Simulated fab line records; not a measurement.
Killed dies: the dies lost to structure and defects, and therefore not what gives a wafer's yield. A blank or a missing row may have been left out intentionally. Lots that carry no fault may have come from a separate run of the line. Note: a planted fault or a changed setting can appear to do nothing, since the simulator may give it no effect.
Split-lot experiment ; flow sfq_line ; route with 325 steps; 5 lots, 23 wafers read

== THE SPLIT ITSELF ==
At SFQ_TRILAYER_I7_VIA_LITHO_PEB_190 (peb time 60 s), the setting peb_temp_c was moved away from the recipe's 115 C on 8 of the 23 wafers read, by +1.6% to +3.2%. The other wafers ran this setting at the recipe's value.

== FROM THE SPLIT TO THE READING: what the file shows between them, 2 steps ==
- SFQ_TRILAYER_I7_VIA_LITHO_DEVELOP_189: time 60 s
- SFQ_TRILAYER_I7_VIA_BARC_OPEN_VIA_ETCH_260: etches BARC in O2, target depth 125 nm, time 41.7 s

== THE READING ==
I7.cd_nm (the simulator's own value, which no gauge read), in nm, at SFQ_TRILAYER_I7_VIA_ETCH_VIA_ETCH_190 (etches SiO2 in CHF3, stops on Nb, target depth 260 nm). The file does not state a usual value for it. Average 1000.8 nm, standard deviation 3 nm, over the 15 wafers here run with the recipe.

wafer;tool, chamber at the split;peb_temp_c as run, C;against the recipe;I7.cd_nm, nm;against lot-mates on the recipe
L075.1;litho_track-04, 0;115;recipe;1004;-
L075.3;litho_track-04, 0;115;recipe;1004;-
L075.5;litho_track-04, 0;115;recipe;1004;-
L075.2;litho_track-04, 0;115;recipe;1002;-
L075.6;litho_track-04, 0;115;recipe;1003;-
L077.1;litho_track-03, 0;116.8;+1.6%;1034;+32.5
L077.2;litho_track-03, 0;115;recipe;1002;-
L077.4;litho_track-03, 0;115;recipe;1001;-
L077.5;litho_track-03, 0;116.8;+1.6%;1033;+31.5
L077.6;litho_track-03, 0;116.8;+1.6%;1033;+31.5
L079.2;litho_track-01, 0;115;recipe;1003;-
L079.4;litho_track-01, 0;115;recipe;1002;-
L079.5;litho_track-01, 0;115;recipe;1002;-
L083.1;litho_track-01, 0;115;recipe;996.9;-
L083.2;litho_track-01, 0;115;recipe;1001;-
L083.3;litho_track-01, 0;118.7;+3.2%;1061;+62.0
L083.4;litho_track-01, 0;118.7;+3.2%;1060;+61.0
L083.6;litho_track-01, 0;118.7;+3.2%;1059;+60.0
L084.1;litho_track-01, 0;115;recipe;995.4;-
L084.2;litho_track-01, 0;115;recipe;996.7;-
L084.3;litho_track-01, 0;118;+2.6%;1049;+53.1
L084.4;litho_track-01, 0;118;+2.6%;1053;+57.1
L084.5;litho_track-01, 0;115;recipe;995.7;-

THE FIT
A straight line over all 23 wafers: I7.cd_nm changes by +18.8 nm for each +1% of peb_temp_c; r = +0.99; the points scatter about the line by 2.9 nm.
The same after taking each lot's own level away (the mean of its wafers on the recipe; 23 wafers): +19.7 nm for each +1%; r = +1.00; scatter 1.8 nm.
According to that fit, moving peb_temp_c by its largest amount changes the reading by 63 nm.
Across the lots, their own levels run from 995.93 to 1003.40 nm, a range of 2.5 times the standard deviation given above.
Consequently the slope shifts little with the lot-to-lot level, the two slopes agreeing.
Check: for one of the wafers moved furthest among these (+3.2%), held out of the fit, the line's prediction against its lot-mates is +63.8 nm. It came out at +62 nm against them.

== THESE WAFERS: OTHER SPLITS ==
Before the reading, these wafers also passed through other splits. Each is held against what the fit with the lots' levels taken away leaves over:
other split on the same wafers;wafers away from the commonest value;r with I7.cd_nm (lot level and that fit taken away)
SFQ_TRILAYER_I6_VIA_LITHO_COAT_174 spin_rpm;9;-0.16
SFQ_TRILAYER_I6_VIA_BARC_OPEN_VIA_ETCH_235 bias_w;10;-0.19
SFQ_TRILAYER_M7_LITHO_COAT_182 resist_thk_nm;4;-0.04
SFQ_TRILAYER_M7_LITHO_PEB_180 peb_time_s;8;-0.09
SFQ_TRILAYER_I7_DEP_PECVD_183 time_s;10;+0.43
SFQ_TRILAYER_I7_VIA_LITHO_COAT_187 resist_thk_nm;8;-0.12

== THE WHOLE CHAIN: every reading that the file lists as answering this split, in the file's order ==
step;what it does;reading;change (the file's fit);r (the file's)
SFQ_TRILAYER_I7_VIA_BARC_OPEN_VIA_ETCH_260;etches BARC in O2, target depth 125 nm, time 41.7 s;I7.cd_nm (the simulator's own value, which no gauge read);+19.3 nm for each +1% of the setting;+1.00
SFQ_TRILAYER_I7_VIA_ETCH_VIA_ETCH_190;etches SiO2 in CHF3, stops on Nb, target depth 260 nm;I7.cd_nm (the simulator's own value, which no gauge read);+19.9 nm for each +1% of the setting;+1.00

== FILE'S OWN FIT ==
I7.cd_nm changes by +19.9 nm for each +1% of peb_temp_c, r = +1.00.
